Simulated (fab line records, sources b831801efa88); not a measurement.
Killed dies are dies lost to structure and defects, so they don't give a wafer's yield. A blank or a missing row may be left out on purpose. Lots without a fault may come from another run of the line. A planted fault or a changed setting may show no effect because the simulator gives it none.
One fault seen from 2 desks | flow gf180mcu | each desk has only its own numbers; what lay behind them comes last

THE TOOL OWNER'S DESK: litho_track-04
The tool's own readings at GF_NWELL_COAT_02 (resist thk 3000 nm): means of the sampled wafers that have a number, for each lot that ran on this tool. A lot is out of limits, marked OUT, if its mean lies more than 4 standard deviations from the usual mean; the brackets give that distance.
Columns: A = spin_speed_rpm at GF_NWELL_COAT_02, usual 2000.2 rpm
lot  | first seen here | A
L905 | day 3 21:52     | 2000.0
L907 | day 4 09:24     | 2001.6
L908 | day 4 13:10     | 2000.4
L909 | day 4 19:45     | 2001.1
L923 | day 7 23:31     | 1998.3
L924 | day 8 05:43     | 2000.7
This desk's finding: nothing out of limits on any of the 6 lots.

THE METROLOGY DESK
What the gauges read, lot by lot, whatever tool the lot ran on: means of the sampled wafers that have a number. A lot is out of limits, marked OUT, if its mean lies more than 4 standard deviations from the usual mean; the brackets give that distance.
Columns: A = STI_OXIDATION_02_THK at GF_STI_THK_MEAS_30, usual 9.90 nm; B = MVPSD_OVL at GF_MVPSD_OVL_MEAS_07, usual 0.1 nm; C = MVPSD_TW at GF_MVPSD_TW_MEAS_11, usual 549.9
lot  | first seen here | A     | B    | C
L901 | day 2 08:55     | 10.07 | 2.0  | 550.9
L902 | day 2 13:00     | 9.97  | -0.4 | 550.2
L903 | day 2 17:55     | 9.80  | 0.4  | 545.1
L904 | day 3 01:32     | 9.70  | -0.1 | 545.2
L905 | day 3 02:44     | 9.93  | 0.1  | 553.3
L907 | day 3 13:54     | 10.05 | 1.6  | 547.2
L908 | day 3 17:37     | 9.78  | -0.5 | 546.2
L909 | day 4 00:20     | 10.09 | -1.0 | 552.9
L910 | day 4 05:44     | 10.08 | -2.2 | 551.2
L918 | day 5 20:47     | 9.65  | 0.8  | 548.2
L919 | day 6 04:06     | 9.77  | 1.0  | 549.4
L920 | day 6 08:41     | 10.00 | 0.1  | 549.3
L922 | day 6 19:49     | 10.07 | -0.5 | 551.8
L923 | day 6 23:57     | 9.77  | -1.9 | 552.6
L924 | day 7 05:40     | 9.83  | -0.1 | 546.3
This desk's finding: nothing out of limits on any of the 15 lots.

PUT TOGETHER
The tool owner's desk saw nothing out of limits.
The metrology desk saw nothing out of limits.

WHAT THE SIMULATOR HAD PUT IN
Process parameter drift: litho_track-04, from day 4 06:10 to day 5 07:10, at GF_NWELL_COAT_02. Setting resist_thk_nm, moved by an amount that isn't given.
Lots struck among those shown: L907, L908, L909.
